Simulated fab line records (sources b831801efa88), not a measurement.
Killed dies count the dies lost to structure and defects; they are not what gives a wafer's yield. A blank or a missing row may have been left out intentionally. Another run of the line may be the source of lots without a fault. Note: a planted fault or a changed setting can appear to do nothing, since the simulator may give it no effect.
fab line records | flow gf180mcu
[record] lots = 6 wafers = 18 last_day = 33
route steps=602 shown M1@325 V1@335
lots that met no fault: taken from a fault-free run of the same line
start_h: hours from the record's first day to the start of the lot's first wafer shown | wait_h: hours elapsed since this lot's preceding step | " identical to the entry in the row above | L1.1+2: several wafers, shown together as one row | - value missing, or start not given | * or withheld: withheld | < > ~ a bound
route shown NAME@n: a module of which the file shows steps, and the number in the route of the first | usual: mean and standard deviation over wafers with no fault | same: alike in all rows | chamber/n: place in a boat | sites: readings site by site | _std_site: the values' standard deviation | _edge_site: mean of outer sites minus mean of inner sites | radius_mm: how far each site lies from the wafer's centre | mask NAME#n: copy n | behind: the last tool/chamber to shape the wafer | hold: reason for holding the lot/hours on hold/outcome of the hold | device: which transistor (n, p or np) failed to switch | end of line: the tests these same wafers got at the end of their route | a step without rows: its recipe alone | killed: the dies lost at the first sort to structure and to defects; this is not the yield of the wafer | map: shows each die of a wafer: x if killed, . if not, _ if none is there
set.NAME: the setting the step ran with; set.NAME@STEP: the setting that earlier step ran with | model.NAME: the simulator's own value behind a step, which no gauge read
a table for each step, a row for each wafer; lots at some steps of the route
services: when a tool's chamber went out of use (start_h, in hours from the record's first day, below 0 if earlier), for how many hours, and the reason
[[steps]]
[step GF_M1_SOFTBAKE_10]
[recipe] temp_c = 130 time_s = 60 resist = KrF
[step GF_M1_EXPOSE_11]
[recipe] mask_id = Metal1 target_cd_nm = 230 na = 0.68 source_shape = conventional sigma_outer = 0.6 dose_mj = 28
[step GF_M1_PEB_12]
[recipe] peb_temp_c = 135 peb_time_s = 90 resist = KrF
[step GF_M1_DEVELOP_13]
[recipe] develop_time_s = 60 dev_temp_c = 21
[step GF_M1_CD_MEAS_14]
[recipe] target_cd_nm = 230
[usual] cd_nm = 230.0/1.2
// columns lot.wafer tool chamber start_h wait_h cd_nm
L755.1 cd_sem-02 - 449.88 0.1 230.7
L755.5 " - " " 229.5
L755.6 " - " " 229.0
L757.2 cd_sem-01 - 472.10 0.1 230.4
L757.3 " - " " 231.4
L757.6 " - " " 230.6
L762.1 cd_sem-02 - 521.47 0.1 229.2
L762.4 " - " " 230.5
L762.6 " - " " 230.8
L764.2 cd_sem-02 - 526.34 0.1 229.3
L764.3 " - " " 228.9
L764.6 " - " " 229.4
L765.3 cd_sem-01 - 540.86 0.1 230.6
L765.4 " - " " 230.6
L765.6 " - " " 229.7
L767.1 cd_sem-02 - 549.97 0.1 230.8
L767.4 " - " " 231.1
L767.5 " - " " 230.0
[step GF_M1_OVL_MEAS_15]
[usual] M1_OVL = 3/5.8
// columns lot.wafer tool chamber start_h wait_h M1_OVL[nm]
L755.1 overlay-02 - 450.00 0.1 8
L755.5 " - " " 8
L755.6 " - " " 9
L757.2 overlay-02 - 472.21 0.1 6
L757.3 " - " " 6
L757.6 " - " " -1
L762.1 overlay-02 - 521.59 0.1 9
L762.4 " - " " 7
L762.6 " - " " 10
L764.2 overlay-01 - 526.45 0.1 2
L764.3 " - " " 0
L764.6 " - " " 4
L765.3 overlay-02 - 540.95 0.1 5
L765.4 " - " " 2
L765.6 " - " " 8
L767.1 overlay-01 - 550.09 0.1 -1
L767.4 " - " " -5
L767.5 " - " " -5
[step GF_M1_METAL_ETCH_16]
[recipe] chemistry = Cl2/BCl3 mask_material = KrF target_depth_nm = 627.5 stop_on = SiO2 pressure_mtorr = 8 icp_w = 800 bias_w = 140 Cl2_flow_sccm = 80 bcl3_flow_sccm = 40 time_s = 104.6
[usual] drypump_motor_current_A = 5.8/0.34 oes_product_au = 0.972/0.0063 throttle_valve_pct = 28.250/0.011
// columns lot.wafer tool chamber start_h wait_h drypump_motor_current_A oes_product_au rf_hours_counter_h throttle_valve_pct
L755.1 rie_metal-01 1 450.04 0.0 6.0 0.973 8 28.252
L755.5 " 1 " " 6.0 0.968 - 28.249
L755.6 " 0 " " 5.3 0.975 - 28.251
L757.2 rie_metal-01 1 472.28 0.1 6.0 0.975 - 28.237
L757.3 " 1 " " 6.0 0.976 - 28.243
L757.6 " 1 " " 6.0 0.976 - 28.256
L762.1 rie_metal-03 1 521.63 0.0 5.6 0.972 6 28.248
L762.4 " 1 " " 5.6 0.981 - 28.239
L762.6 " 1 " " 5.6 0.981 - 28.229
L764.2 rie_metal-01 1 526.48 0.0 6.0 0.962 10 28.270
L764.3 " 0 " " 5.3 0.964 - 28.243
L764.6 " 1 " " 6.0 0.971 - 28.251
L765.3 rie_metal-01 0 541.02 0.1 5.3 0.980 - 28.251
L765.4 " 1 " " 6.0 0.973 - 28.250
L765.6 " 1 " " 6.0 0.966 - 28.254
L767.1 rie_metal-01 1 550.13 0.0 6.0 0.978 11 28.262
L767.4 " 1 " " 6.0 0.974 - 28.265
L767.5 " 1 " " 6.0 0.972 - 28.254
[step GF_M1_STRIP_17]
[recipe] chemistry = O2/N2 power_w = 1400 pressure_mtorr = 1500 platen_temp_c = 250 o2_flow_sccm = 3000 n2_flow_sccm = 300 overash_fraction = 0.5
[usual] drypump_motor_current_A = 5.8/0.39 heater_power_w = 349/36 oes_product_au = 0.558/0.0056 platen_temp_c = 249.94/0.17 strip_time_to_endpoint_s = 7.87/0.043
// columns lot.wafer tool chamber start_h wait_h drypump_motor_current_A heater_power_w oes_product_au platen_temp_c rf_hours_counter_h strip_time_to_endpoint_s
L755.1 plasma_asher-03 0 450.15 0.1 6.4 355 0.557 250.07 36 7.85
L755.5 " 1 " " 5.6 313 0.564 249.46 - 7.85
L755.6 " 0 " " 6.4 355 0.560 250.02 - 7.85
L757.2 plasma_asher-03 0 472.46 0.1 6.4 345 0.556 249.87 38 7.83
L757.3 " 0 " " 6.4 350 0.556 250.27 - 7.81
L757.6 " 0 " " 6.4 351 0.558 250.32 - 7.83
L762.1 plasma_asher-02 1 521.74 0.1 6.0 354 0.551 249.87 80 7.79
L762.4 " 0 " " 5.6 313 0.561 250.07 - 7.82
L762.6 " 0 " " 5.6 316 0.552 250.05 - 7.81
L764.2 plasma_asher-03 0 526.59 0.1 6.4 347 0.553 249.85 44 7.81
L764.3 " 0 " " 6.4 345 0.561 249.95 - 7.80
L764.6 " 0 " " 6.4 353 0.552 249.94 - 7.80
L765.3 plasma_asher-04 1 541.12 0.1 5.8 380 0.551 250.16 - 7.86
L765.4 " 0 " " 5.2 422 0.563 250.13 - 7.89
L765.6 " 0 " " 5.2 428 0.575 249.84 - 7.87
L767.1 plasma_asher-03 1 550.24 0.1 5.6 306 0.559 249.95 46 8.00
L767.4 " 1 " " 5.6 309 0.563 250.03 - 7.93
L767.5 " 1 " " 5.6 311 0.549 249.84 - 7.97
[step GF_M1_STRIP_18]
[recipe] chemistry = post_etch_residue_remover time_s = 1200 temp_c = 72.5
[step GF_M1_CLEAN_19]
[recipe] chemistry = DIW dry = n2_spin
[step GF_V1_CVD_00]
[recipe] material = SiO2 target_thk_nm = 600 sigma_open_frac = 0.3 temp_c = 400 time_s = 100 sih4_flow_sccm = 60 pressure_mtorr = 6
[step GF_V1_THK_MEAS_01]
[recipe] reads = SiO2_of_V1_CVD_00
[usual] V1_CVD_00_THK = 605/7.1
// columns lot.wafer tool chamber start_h wait_h V1_CVD_00_THK[nm]
L755.1 film_metro-04 - 450.76 0.0 610
L755.5 " - " " 616
L755.6 " - " " 604
L757.2 film_metro-02 - 473.08 0.0 612
L757.3 " - " " 607
L757.6 " - " " 613
L762.1 film_metro-01 - 522.39 0.0 595
L762.4 " - " " 588
L762.6 " - " " 600
L764.2 film_metro-01 - 527.36 0.0 605
L764.3 " - " " 611
L764.6 " - " " 603
L765.3 film_metro-02 - 541.72 0.1 600
L765.4 " - " " 612
L765.6 " - " " 599
L767.1 film_metro-01 - 550.85 0.0 595
L767.4 " - " " 606
L767.5 " - " " 588
[step GF_V1_CVD_02]
[recipe] material = SiO2 target_thk_nm = 850 precursor = TEOS temp_c = 400 time_s = 94.851 rf_w = 600
[usual] heater_power_w = 657/100
// columns lot.wafer tool chamber start_h wait_h heater_power_w model.SiO2_of_V1_CVD_02.thk_nm
L755.1 pecvd-01 2 450.82 0.1 595 852.6
L755.5 " 1 " " 522 862.9
L755.6 " 2 " " 628 868.2
L757.2 pecvd-02 0 473.13 0.0 722 834.3
L757.3 " 2 " " 566 840.7
L757.6 " 0 " " 803 857.7
L762.1 pecvd-02 2 522.45 0.1 557 846.3
L762.4 " 1 " " 811 853.2
L762.6 " 2 " " 596 848.3
L764.2 pecvd-01 1 527.41 0.0 570 854.7
L764.3 " 0 " " 520 851.5
L764.6 " 2 " " 616 877.3
L765.3 pecvd-01 2 541.76 0.0 584 863.5
L765.4 " 1 " " 660 862.8
L765.6 " 2 " " 626 867.6
L767.1 pecvd-04 1 550.91 0.1 817 837
L767.4 " 1 " " 660 859.9
L767.5 " 2 " " 658 871.6
[step GF_V1_THK_MEAS_03]
[recipe] reads = SiO2_of_V1_CVD_02
[usual] V1_CVD_02_THK = 849/11
// columns lot.wafer tool chamber start_h wait_h V1_CVD_02_THK[nm]
L755.1 film_metro-01 - 450.89 0.0 853
L755.5 " - " " 863
L755.6 " - " " 868
L757.2 film_metro-04 - 473.21 0.0 835
L757.3 " - " " 840
L757.6 " - " " 857
L762.1 film_metro-04 - 522.51 0.0 846
L762.4 " - " " 853
L762.6 " - " " 849
L764.2 film_metro-01 - 527.49 0.0 855
L764.3 " - " " 851
L764.6 " - " " 877
L765.3 film_metro-04 - 541.84 0.1 863
L765.4 " - " " 863
L765.6 " - " " 867
L767.1 film_metro-02 - 550.98 0.0 837
L767.4 " - " " 861
L767.5 " - " " 872
[[services]]
// columns tool chamber start_h hours kind
plasma_asher-02 - 439.13 2.3 repair
pecvd-04 - 442.97 6.0 pm
rie_metal-01 0 468.29 - clean
rie_metal-01 0 468.29 18.0 scheduled_down
rie_metal-01 0 468.29 18.0 vent_cycle
pecvd-02 - 473.78 6.0 pm
rie_metal-03 0 488.92 - clean
rie_metal-03 0 488.92 21.3 scheduled_down
rie_metal-03 0 488.92 21.3 vent_cycle
pecvd-04 1 490.51 6.3 repair
pecvd-04 - 492.30 0.8 repair
rie_metal-03 - 538.99 1.4 pm
[[key]]
first_sign none at tools or gauges
[model_effect] step = GF_V1_CVD_02 value = SiO2_of_V1_CVD_02.thk_nm without = 843.3 struck = 862.9
met_at GF_V1_CVD_02
struck_wafers L764.2,L764.3,L764.6,L765.3,L765.4,L765.6
onset_between 450.82 527.41
[fault] kind = process_parameter_drift tool = pecvd-01 chamber = - onset_h = 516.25 steps = GF_V1_CVD_02 channel = target_thk_nm offset = 19.593 shape = step end_h = 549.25 acts_in = these_recipes_only stated = 850
